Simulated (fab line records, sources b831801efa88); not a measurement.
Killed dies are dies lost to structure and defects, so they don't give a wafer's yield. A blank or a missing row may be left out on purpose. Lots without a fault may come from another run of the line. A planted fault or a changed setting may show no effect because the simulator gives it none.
A struck lot beside a sound one | flow sky130 | 15 steps out of a route of 708
Sound: wafers L183.1, L183.2, L183.3. Struck: wafer L197.1. (L197.3, L197.6 of the same lot were not struck and are left out.) The cause comes at the end.
At each step with rows: each side's tool, then ch and its chambers, then its first start. Under that, the readings that differ: sound wafers | struck wafers | difference of the means | sigmas: that difference in standard deviations of wafers without a fault.
alike: readings whose means differ by less than 2 such deviations, and words and numbers that are the same on both sides. not compared: withheld readings, readings that some wafer has no value for, bounds like >300 that may hide the same value, and numbers for which the record gives no deviation and whose values overlap.
The two part at a step that has a row with sigmas, a row that says differs or no value, or rows on one side only. Numbers that don't overlap but have no deviation are shown without sigmas and don't part them. A reading that every wafer of one side lacks parts them only if that side has two wafers or more.

first, 8 steps without rows for these wafers: SKY_METAL4_DEHYDRATE_05 (time 60 s); SKY_METAL4_HMDS_06 (prime time 60 s); SKY_METAL4_COAT_07 (resist thk 60 nm); SKY_METAL4_COAT_08 (resist thk 1140 nm); SKY_METAL4_SOFTBAKE_09 (time 90 s); SKY_METAL4_EXPOSE_10 (exposes mask MM4, target cd 300 nm); SKY_METAL4_PEB_11; SKY_METAL4_DEVELOP_12 (develop time 62.52 s).
SKY_METAL4_CD_MEAS_13: target cd 300 nm.
  sound on cd_sem-01, day 42 22:49; struck on cd_sem-01, day 46 14:55
  alike: cd_nm
SKY_METAL4_OVL_MEAS_14:
  sound on overlay-01, day 42 22:56; struck on overlay-01, day 46 15:02
  alike: METAL4_OVL
SKY_METAL4_DESCUM_15: chemistry O2, time 8 s.
  sound on rie_metal-02 ch 0,1, day 42 22:58; struck on rie_metal-04 ch 0, day 46 15:04
  alike: drypump_motor_current_A, oes_product_au, rf_fwd_power_W
  not compared: rf_hours_counter_h
SKY_METAL4_ETCH_16: etches BARC in N2/H2, stops on SiO2, time 88.2 s, target depth 60 nm.
  sound on rie_metal-02 ch 0,1, day 42 23:01; struck on rie_metal-04 ch 0, day 46 15:06
  alike: drypump_motor_current_A, oes_product_au, rf_fwd_power_W, throttle_valve_pct
  not compared: rf_hours_counter_h
SKY_METAL4_ETCH_17: etches SiO2 in C4F8/O2/Ar, stops on TiN, time 3.9 s, target depth 15 nm.
  sound on rie_diel-02 ch 1,2,3, day 42 23:06; struck on rie_diel-03 ch 0, day 46 15:12
  reading                | sound          | struck | difference | sigmas
  rf_fwd_power_W (W)     | 1465 1483 1479 | 1222   | -254       | -30
  rf_hours_counter_h (h) | 17 21 26       | 11     | -10        |
  alike: oes_product_au
SKY_METAL4_METAL_ETCH_18: etches the open film in Cl2/BCl3, stops on SiO2, target depth 845 nm, time 183.1 s.
  sound on rie_metal-04 ch 0,1, day 42 23:07; struck on rie_metal-01 ch 0, day 46 15:13
  reading            | sound             | struck | difference | sigmas
  rf_fwd_power_W (W) | 894.9 895.4 894.2 | 903.7  | +8.9       | +3
  alike: drypump_motor_current_A, mfc_cl2_sccm, oes_product_au, throttle_valve_pct
  not compared: rf_hours_counter_h
-- the record jumps here: 3 days lie between the struck wafers' starts before and after (it left off in module METAL4 and takes up again in module PAD_OPEN, whose first step shown is number 708 of the route) --
SKY_PAD_OPEN_PROBE_99:
  sound on prober-02, day 46 21:05; struck on prober-02, day 50 00:56
  reading                  | sound          | struck | difference | sigmas
  defect_limited_yield (%) | 81.3 79.3 82.7 | 86.4   | +5.3       | +3
  killed_at_other          | 0 0 0          | 1      | +1         | +2
  killed_dies              | 92 102 85      | 67     | -26        | -3
  killed_open              | 55 61 59       | 34     | -24        | -4
  sort_bin_5_function (%)  | 11.4 13.8 11.0 | 8.3    | -3.8       | -3
  sort_n_pass              | 400 390 407    | 425    | +26        | +3
  sort_yield_pct (%)       | 81.3 79.3 82.7 | 86.4   | +5.3       | +3
  alike: killed_at_M0_to_M3, killed_at_M4_up, killed_at_contacts, killed_at_front_end, killed_short, sort_bin_3_pad_short, sort_bin_6_memory

WHERE THEY PART
First at SKY_METAL4_ETCH_17; last, within this record, at SKY_PAD_OPEN_PROBE_99.

WHY: what the simulator had put in
Process parameter drift: rie_diel-03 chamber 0, from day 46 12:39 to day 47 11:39, at SKY_METAL4_ETCH_17. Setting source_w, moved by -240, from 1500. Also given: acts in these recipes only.
